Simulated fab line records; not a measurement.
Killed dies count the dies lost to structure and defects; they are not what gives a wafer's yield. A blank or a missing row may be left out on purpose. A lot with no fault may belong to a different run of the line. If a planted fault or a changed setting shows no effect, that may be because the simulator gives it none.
What tool caused it? :: flow sky130 :: 39 wafers from 13 lots sampled at 2 of the route's 708 steps

WHAT EACH GAUGE READ, for each wafer
SKY_SONOS_ONO_THK_MEAS_05. Usual: SONOS_ONO_CVD_04_THK 5.76 nm, standard deviation 0.096.
lot: L215
measured: day 12 04:35
on: film-metro-04
SONOS_ONO_CVD_04_THK (nm): 5.68 5.64 5.64
flag: 

lot: L216
measured: day 12 05:50
on: film-metro-03
SONOS_ONO_CVD_04_THK (nm): 5.89 5.84 5.83
flag: 

lot: L217
measured: day 12 20:09
on: film-metro-03
SONOS_ONO_CVD_04_THK (nm): 5.75 5.65 5.73
flag: 

lot: L219
measured: day 13 08:59
on: film-metro-03
SONOS_ONO_CVD_04_THK (nm): 5.68 5.82 5.75
flag: 

lot: L220
measured: day 13 17:04
on: film-metro-03
SONOS_ONO_CVD_04_THK (nm): 5.82 5.76 5.72
flag: 

lot: L221
measured: day 13 23:07
on: film-metro-04
SONOS_ONO_CVD_04_THK (nm): 5.64 5.60 5.77
flag: 

lot: L222
measured: day 14 05:25
on: film-metro-02
SONOS_ONO_CVD_04_THK (nm): 5.75 5.75 5.72
flag: 

lot: L225
measured: day 15 10:42
on: film-metro-03
SONOS_ONO_CVD_04_THK (nm): 5.84 5.81 5.90
flag: 

lot: L226
measured: day 15 14:57
on: film-metro-03
SONOS_ONO_CVD_04_THK (nm): 5.98 5.88 5.78
flag: 

lot: L227
measured: day 16 06:07
on: film-metro-02
SONOS_ONO_CVD_04_THK (nm): 5.78 5.77 5.72
flag: 

lot: L228
measured: day 16 06:08
on: film-metro-04
SONOS_ONO_CVD_04_THK (nm): 5.57 5.55 5.55
flag: 

lot: L232
measured: day 17 10:02
on: film-metro-04
SONOS_ONO_CVD_04_THK (nm): 5.59 5.67 5.60
flag: 

lot: L233
measured: day 17 19:41
on: film-metro-03
SONOS_ONO_CVD_04_THK (nm): 5.29 5.28 5.23
flag: OFF

TOOL THAT RAN EACH LOT (tool first, then ch and the chambers of the sampled wafers, then the start)
lot: L215
SKY_SONOS_ONO_CVD_04: lpcvd-03 ch 1, day 12 03:20

lot: L216
SKY_SONOS_ONO_CVD_04: lpcvd-03 ch 0, day 12 04:35

lot: L217
SKY_SONOS_ONO_CVD_04: lpcvd-03 ch 0, day 12 18:53

lot: L219
SKY_SONOS_ONO_CVD_04: lpcvd-03 ch 0, day 13 07:43

lot: L220
SKY_SONOS_ONO_CVD_04: lpcvd-03 ch 1, day 13 15:49

lot: L221
SKY_SONOS_ONO_CVD_04: lpcvd-03 ch 1, day 13 21:52

lot: L222
SKY_SONOS_ONO_CVD_04: lpcvd-03 ch 0, day 14 04:10

lot: L225
SKY_SONOS_ONO_CVD_04: lpcvd-03 ch 1, day 15 09:27

lot: L226
SKY_SONOS_ONO_CVD_04: lpcvd-03 ch 1, day 15 13:42

lot: L227
SKY_SONOS_ONO_CVD_04: lpcvd-03 ch 1, day 16 04:52

lot: L228
SKY_SONOS_ONO_CVD_04: lpcvd-03 ch 0, day 16 04:52

lot: L232
SKY_SONOS_ONO_CVD_04: lpcvd-03 ch 0, day 17 08:47

lot: L233
SKY_SONOS_ONO_CVD_04: lpcvd-03 ch 1, day 17 18:25
- SKY_SONOS_ONO_CVD_04: deposits SiO2 from SiH4/N2O, target thk 5.7199 nm.

AS READ BY THE TOOLS THEMSELVES (means over the sampled wafers that have a number; for cases with no such wafer, the mark the record gives instead)
SKY_SONOS_ONO_CVD_04. Usual: spike-tc-bottom-C 917.6 C, standard deviation 1.5; zone-power-centre-pct 18.4 %, standard deviation 2.2.
lot: L215
tool: lpcvd-03
spike-tc-bottom-C (C): 917.6
zone-power-centre-pct (%): 16.3
flag: 

lot: L216
tool: lpcvd-03
spike-tc-bottom-C (C): 918.0
zone-power-centre-pct (%): 20.9
flag: 

lot: L217
tool: lpcvd-03
spike-tc-bottom-C (C): 917.7
zone-power-centre-pct (%): 20.9
flag: 

lot: L219
tool: lpcvd-03
spike-tc-bottom-C (C): 918.3
zone-power-centre-pct (%): 20.8
flag: 

lot: L220
tool: lpcvd-03
spike-tc-bottom-C (C): 916.8
zone-power-centre-pct (%): 16.5
flag: 

lot: L221
tool: lpcvd-03
spike-tc-bottom-C (C): 916.2
zone-power-centre-pct (%): 16.5
flag: 

lot: L222
tool: lpcvd-03
spike-tc-bottom-C (C): 919.1
zone-power-centre-pct (%): 20.7
flag: 

lot: L225
tool: lpcvd-03
spike-tc-bottom-C (C): 916.5
zone-power-centre-pct (%): 16.3
flag: 

lot: L226
tool: lpcvd-03
spike-tc-bottom-C (C): 918.3
zone-power-centre-pct (%): 16.2
flag: 

lot: L227
tool: lpcvd-03
spike-tc-bottom-C (C): 917.1
zone-power-centre-pct (%): 16.4
flag: 

lot: L228
tool: lpcvd-03
spike-tc-bottom-C (C): 918.6
zone-power-centre-pct (%): 20.9
flag: 

lot: L232
tool: lpcvd-03
spike-tc-bottom-C (C): 918.7
zone-power-centre-pct (%): 20.8
flag: 

lot: L233
tool: lpcvd-03
spike-tc-bottom-C (C): 916.6
zone-power-centre-pct (%): 16.3
flag: 

THE ANSWER, worked out from the rows above alone
Rule: a lot is off if the mean of its wafers that have a number lies more than 3 standard deviations from the usual mean. A lot without any number at a reading at which 4 lots or more have one is off too. Any other lot the step has rows for is counted as sound. Order of review: gauges by route order, followed by the tools' own readings, for which a lot's mean as printed above is used. At the first step where some lot is off, the reading lying furthest off is the one used; lots without a number count as furthest.
Off: L233, seen at SKY_SONOS_ONO_THK_MEAS_05 (SONOS_ONO_CVD_04_THK).
If a tool, at a process step before that reading, ran all the lots that are off and no sound lot after the first of them, it fits. Those tools and the gauges at SKY_SONOS_ONO_THK_MEAS_05 are tried in the same way. 2 tools fit, lpcvd-03 at SKY_SONOS_ONO_CVD_04 and film-metro-03 at SKY_SONOS_ONO_THK_MEAS_05, so this cannot tell which one it is.

WHAT THE SIMULATOR HAD INSERTED
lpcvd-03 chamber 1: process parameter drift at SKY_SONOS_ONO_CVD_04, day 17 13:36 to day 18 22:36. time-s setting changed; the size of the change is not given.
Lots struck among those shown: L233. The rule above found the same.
